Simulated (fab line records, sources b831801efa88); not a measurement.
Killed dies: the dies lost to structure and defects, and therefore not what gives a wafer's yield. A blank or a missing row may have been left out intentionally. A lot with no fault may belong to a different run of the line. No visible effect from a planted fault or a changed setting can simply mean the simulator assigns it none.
Comparing a struck lot with a sound one	flow gf180mcu	15 steps out of a route of 602
Sound: wafers L312.1, L312.5, L312.6. Wafers L304.2, L304.3, L304.4 were the ones struck. The cause comes at the end.
Order at every step that has rows: each side's tool, ch and its chambers, its first start. Under that, the readings that differ: sound wafers	struck wafers	difference of the means	sigmas: that difference in standard deviations of wafers without a fault.
alike: words and numbers the same on both sides, and readings whose means are apart by under 2 such deviations; not compared: readings that were withheld, readings missing a value for some wafer, numbers with overlapping values and no deviation given by the record, and bounds like >300 which may hide the same value.
The two part at a step that has a row with sigmas, a row that says differs or no value, or rows on one side only. Numbers that don't overlap but have no deviation are shown without sigmas and don't part them. A reading that every wafer of one side lacks parts them only if that side has two wafers or more.

first, 8 steps without rows for these wafers: GF_CONTACT_DEHYDRATE_06 (time 60 s); GF_CONTACT_HMDS_07 (prime time 60 s); GF_CONTACT_COAT_08; GF_CONTACT_COAT_09 (resist thk 1000 nm); GF_CONTACT_SOFTBAKE_10 (time 60 s); GF_CONTACT_EXPOSE_11 (exposes mask Contact, target cd 220 nm); GF_CONTACT_PEB_12 (peb time 90 s); GF_CONTACT_DEVELOP_13 (develop time 60 s).
GF_CONTACT_CD_MEAS_14: the cd target is 220 nm.
  sound on cd-sem-02, day 23 04:50; struck on cd-sem-01, day 20 09:34
reading	sound	struck	difference	sigmas
cd-nm (nm)	217.9 217.0 218.1	221.6 220.5 221.2	+3.4	+2
GF_CONTACT_OVL_MEAS_15:
  sound on overlay-02, day 23 04:58; struck on overlay-01, day 20 09:40
  alike: CONTACT_OVL
GF_CONTACT_ETCH_16: etches BARC in N2/H2.
  sound on rie-diel-04 ch 1,3, day 23 04:59; struck on rie-diel-03 ch 0,1,2, day 20 09:42
  alike: drypump-motor-current-A, h2-flow-sccm, oes-product-au, throttle-valve-pct
GF_CONTACT_ETCH_17: etches SiO2 in C4F8/O2/Ar, stops on CoSi2, target depth 860 nm.
  sound on rie-diel-04 ch 1,3; struck on rie-diel-03 ch 0,1,2
  alike: oes-product-au
GF_CONTACT_STRIP_18: strips in O2/N2.
  sound on plasma-asher-01 ch 0,1, day 23 05:10; struck on plasma-asher-04 ch 0,1, day 20 09:52
  no value came back on the struck wafers for any of 5 readings (chamber-pressure-mTorr (mTorr), drypump-motor-current-A (A) and others); on the sound wafers chamber-pressure-mTorr (mTorr) reads 1499.8 1499.7 1499.1
  not compared: rf-hours-counter-h
then, 1 step without rows for these wafers: GF_CONTACT_CLEAN_19 (cleans in SPM).
-- the record jumps here: 12 days lie between the struck wafers' starts before and after (it left off in module CONTACT and takes up again in module PASSIVATION, whose first step shown is number 602 of the route) --
GF_PASSIVATION_PROBE_99:
  record: rows for the struck wafers here (prober-02, day 32 10:50), none for the sound ones

## WHERE THEY PART
Earliest at GF_CONTACT_CD_MEAS_14; latest, in this record, at GF_PASSIVATION_PROBE_99.

WHY: the cause the simulator had injected
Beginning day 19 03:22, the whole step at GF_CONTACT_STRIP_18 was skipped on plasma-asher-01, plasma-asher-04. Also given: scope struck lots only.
